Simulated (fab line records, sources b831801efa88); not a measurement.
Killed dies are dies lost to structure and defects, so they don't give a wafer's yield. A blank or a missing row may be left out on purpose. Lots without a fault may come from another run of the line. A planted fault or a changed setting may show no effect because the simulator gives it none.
A struck lot beside a sound one | flow sky130 | 15 steps out of a route of 708
Sound: wafers L599.2, L599.5, L599.6. Struck: wafer L601.5. (L601.1, L601.2 of the same lot were not struck and are left out.) The cause comes at the end.
At each step with rows: each side's tool, then ch and its chambers, then its first start. Under that, the readings that differ: sound wafers | struck wafers | difference of the means | sigmas: that difference in standard deviations of wafers without a fault.
alike: readings whose means differ by less than 2 such deviations, and words and numbers that are the same on both sides. not compared: withheld readings, readings that some wafer has no value for, bounds like >300 that may hide the same value, and numbers for which the record gives no deviation and whose values overlap.
The two part at a step that has a row with sigmas, a row that says differs or no value, or rows on one side only. Numbers that don't overlap but have no deviation are shown without sigmas and don't part them. A reading that every wafer of one side lacks parts them only if that side has two wafers or more.

first, 4 steps without rows for these wafers: SKY_VIA2_STRIP_16 (strips in O2/N2); SKY_VIA2_STRIP_17 (strips in post etch residue remover, time 1200 s); SKY_VIA2_CLEAN_18 (cleans in IPA, time 180 s); SKY_VIA2_CLEAN_19 (cleans in O3/DIW).
SKY_VIA2_SPUTTER_20: material TiN, target thk 20 nm, time 80 s.
  sound on pvd_sputter-04, day 37 11:06; struck on pvd_sputter-01, day 37 22:34
  alike: cathode_dc_power_W, throttle_valve_pct
then, 1 step without rows for these wafers: SKY_VIA2_CVD_21 (deposits W, target thk 420 nm, time 126.4 s).
SKY_VIA2_RS_MEAS_22: measures by four-point-probe.
  sound on film_metro-01, day 37 11:19; struck on film_metro-01, day 37 22:46
  alike: VIA2_W_RS
SKY_VIA2_THK_MEAS_23: measures by xrf.
  sound on film_metro-01, day 37 11:25; struck on film_metro-01, day 37 22:53
  alike: VIA2_W_THK
SKY_VIA2_CMP_24: polishes, stops on SiO2, t overpolish 20 s, target thk 0 nm.
  sound on cmp-02 ch 0,1,3, day 37 11:37; struck on cmp-01 ch 3, day 37 22:56
  alike: motor_current_A, overpolish_run_s, time_to_endpoint_s
SKY_METAL3_SPUTTER_00: material Ti, target thk 15 nm, time 10 s.
  sound on pvd_sputter-02, day 37 11:46; struck on pvd_sputter-02, day 37 23:14
  alike: cathode_dc_power_W, throttle_valve_pct
then, 1 step without rows for these wafers: SKY_METAL3_SPUTTER_01 (material TiN, target thk 20 nm, time 16.7 s).
SKY_METAL3_SPUTTER_02: material AlCu, target thk 735 nm, time 39.1 s.
  sound on pvd_sputter-02, day 37 11:49; struck on pvd_sputter-02, day 37 23:17
  alike: cathode_dc_power_W, throttle_valve_pct
SKY_METAL3_SPUTTER_03: material Ti, target thk 5 nm, time 3.3 s.
  sound on pvd_sputter-02, day 37 11:52; struck on pvd_sputter-02, day 37 23:20
  reading                                   | sound                | struck | difference | sigmas
  cathode_dc_power_W (W)                    | 2999.2 3000.7 2999.9 | 3272.9 | +273.0     | +99 or more
  model.Ti_of_METAL3_SPUTTER_03.thk_nm (nm) | 5.014 5.055 4.999    | 5.73   | +0.71      |
  alike: throttle_valve_pct
SKY_METAL3_SPUTTER_04: material TiN, target thk 70 nm, time 58.3 s.
  sound on pvd_sputter-02, day 37 11:53; struck on pvd_sputter-02, day 37 23:20
  alike: cathode_dc_power_W, throttle_valve_pct
then, 1 step without rows for these wafers: SKY_PAD_OPEN_PROBE_99.

WHERE THEY PART
Only at SKY_METAL3_SPUTTER_03, within this record. Later steps at which nothing parts them and some readings are alike: SKY_METAL3_SPUTTER_04.

WHY: what the simulator had put in
Process parameter drift: pvd_sputter-02, from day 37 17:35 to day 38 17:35, at SKY_METAL3_SPUTTER_03. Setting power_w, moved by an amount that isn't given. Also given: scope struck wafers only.
